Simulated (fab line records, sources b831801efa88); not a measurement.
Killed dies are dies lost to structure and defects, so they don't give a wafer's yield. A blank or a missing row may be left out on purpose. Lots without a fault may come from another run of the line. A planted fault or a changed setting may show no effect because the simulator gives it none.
Which tool did it? | flow sky130 | 12 lots, 36 wafers sampled, at 4 steps of a route of 708

WHAT THE GAUGES READ, wafer by wafer
SKY_NWELL_RS_MEAS_31: measures by four-point-probe.
lot  | measured     | on            | PWDE_RS (ohm/sq)
L609 | day 5 13:08  | film_metro-02 | 5278 5276 5266
L611 | day 5 19:56  | film_metro-01 | 5268 5287 5300
L612 | day 6 08:44  | film_metro-04 | 5272 5280 5282
L616 | day 7 03:40  | film_metro-02 | 5277 5265 5274
L617 | day 7 08:13  | film_metro-02 | 5280 5265 5257
L618 | day 7 15:47  | film_metro-01 | 5261 5264 5288
L619 | day 7 23:19  | film_metro-02 | 5295 5320 5320
L620 | day 8 04:25  | film_metro-02 | 5280 5302 5301
L622 | day 8 16:08  | film_metro-02 | 5266 5263 5259
L624 | day 9 04:44  | film_metro-04 | 5302 5289 5292
L628 | day 10 05:41 | film_metro-01 | 5273 5293 5294
L629 | day 10 14:16 | film_metro-01 | 5248 5257 5264

SKY_VT_ADJUST_LVTN_OVL_MEAS_07.
lot  | measured     | on         | VT_ADJUST_LVTN_OVL (nm)
L609 | day 7 03:36  | overlay-01 | -0.8 -0.5 -2.1
L611 | day 7 11:46  | overlay-02 | -0.5 0.5 1.1
L612 | day 8 00:54  | overlay-01 | -0.2 -0.8 -0.3
L616 | day 8 20:46  | overlay-01 | 0.2 -1.6 -0.2
L617 | day 9 00:45  | overlay-02 | -3.2 -3.3 -2.9
L618 | day 9 09:55  | overlay-01 | -0.1 0.1 -0.9
L619 | day 9 17:55  | overlay-01 | 0.6 0.8 -0.2
L620 | day 9 23:19  | overlay-02 | 177.0 179.1 178.2
L622 | day 10 12:51 | overlay-01 | 179.6 179.5 180.7
L624 | day 11 01:55 | overlay-02 | 178.3 178.6 176.7
L628 | day 12 05:33 | overlay-01 | 178.3 177.3 177.7
L629 | day 12 13:46 | overlay-02 | 0.1 0.5 2.1

SKY_VT_ADJUST_NCORE_OVL_MEAS_08.
lot  | measured     | on         | VT_ADJUST_NCORE_OVL (nm)
L609 | day 8 20:59  | overlay-01 | 2.0 2.3 -0.5
L611 | day 9 05:47  | overlay-02 | 1.2 0.6 1.1
L612 | day 9 20:20  | overlay-02 | -1.3 -0.1 -0.5
L616 | day 10 18:16 | overlay-01 | -0.4 -0.3 -0.3
L617 | day 10 22:05 | overlay-01 | 1.7 0.7 1.6
L618 | day 11 08:11 | overlay-01 | 0.0 -0.7 -1.0
L619 | day 11 16:56 | overlay-01 | 0.4 2.1 0.8
L620 | day 11 23:29 | overlay-02 | -2.8 -1.6 -1.5
L622 | day 12 12:14 | overlay-02 | 2.7 2.5 2.0
L624 | day 13 01:38 | overlay-01 | -0.8 2.8 1.9
L628 | day 14 08:14 | overlay-01 | 3.5 1.4 1.3
L629 | day 14 17:20 | overlay-01 | 2.4 0.8 2.5

WHICH TOOL RAN EACH LOT (tool, then ch and the chambers of the sampled wafers, then the start)
lot  | SKY_VT_ADJUST_LVTN_EXPOSE_04
L609 | iline_stepper-02 ch 0, day 6 18:05
L611 | iline_stepper-01 ch 0, day 7 01:19
L612 | iline_stepper-02 ch 0, day 7 15:26
L616 | iline_stepper-02 ch 0, day 8 10:56
L617 | iline_stepper-02 ch 0, day 8 14:23
L618 | iline_stepper-02 ch 0, day 8 22:29
L619 | iline_stepper-01 ch 0, day 9 07:22
L620 | iline_stepper-02 ch 0, day 9 12:17
L622 | iline_stepper-02 ch 0, day 10 01:26
L624 | iline_stepper-02 ch 0, day 10 14:59
L628 | iline_stepper-02 ch 0, day 11 17:35
L629 | iline_stepper-01 ch 0, day 12 01:38
- SKY_VT_ADJUST_LVTN_EXPOSE_04: exposes mask NWM COMPLEMENT LESS NATIVE, target cd 840 nm.

WHAT THE TOOLS THEMSELVES READ (means of the sampled wafers that have a number; where no wafer has one, the mark that the record gives instead)
SKY_VT_ADJUST_LVTN_EXPOSE_04.
lot  | tool             | exposure_dose_mJ_cm2
L609 | iline_stepper-02 | 194.04
L611 | iline_stepper-01 | 194.04
L612 | iline_stepper-02 | 193.71
L616 | iline_stepper-02 | 194.16
L617 | iline_stepper-02 | 194.04
L618 | iline_stepper-02 | 193.84
L619 | iline_stepper-01 | 194.12
L620 | iline_stepper-02 | 193.70
L622 | iline_stepper-02 | 193.89
L624 | iline_stepper-02 | 193.94
L628 | iline_stepper-02 | 194.03
L629 | iline_stepper-01 | 194.06

THE ANSWER, worked out from the rows above alone
Rule: what is usual is taken from the lots themselves. Put in order of their means at a reading, lots are off if they are a third of the lots or fewer, leave a main group of 4 or more, and stand apart from it by a gap of 3 or more times the standard deviation of the main group's means; of several such gaps the widest counts. A main group whose means are all the same, to the digits that the tables above print for the reading, isn't used. A lot without any number at a reading at which 4 lots or more have one is off too. The other lots that the step has rows for count as sound. The gauges are gone through in route order, then the tools' own readings, and for those a lot's mean is taken as printed above. The first step at which some lot is off is used, and at that step the reading that is off furthest; a lot without a number counts as furthest.
Off: L620, L622, L624, L628, at SKY_VT_ADJUST_LVTN_OVL_MEAS_07 (VT_ADJUST_LVTN_OVL). The main group: mean -0.5 nm, standard deviation 1.2.
A tool fits if, at a process step before that reading, it ran every lot that is off, and no sound lot after the first of them. The gauges at SKY_VT_ADJUST_LVTN_OVL_MEAS_07 are tried like those tools. One fits: iline_stepper-02 at SKY_VT_ADJUST_LVTN_EXPOSE_04. Its last sound lot is L618 (day 8 22:29), its first lot that is off L620 (day 9 12:17): a fault that began between those two fits.

WHAT THE SIMULATOR HAD PUT IN
Scanner matching overlay: iline_stepper-02, from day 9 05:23 on, at SKY_VT_ADJUST_LVTN_EXPOSE_04. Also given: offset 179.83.
Lots struck among those shown: L620, L622, L624, L628. The rule above found the same.
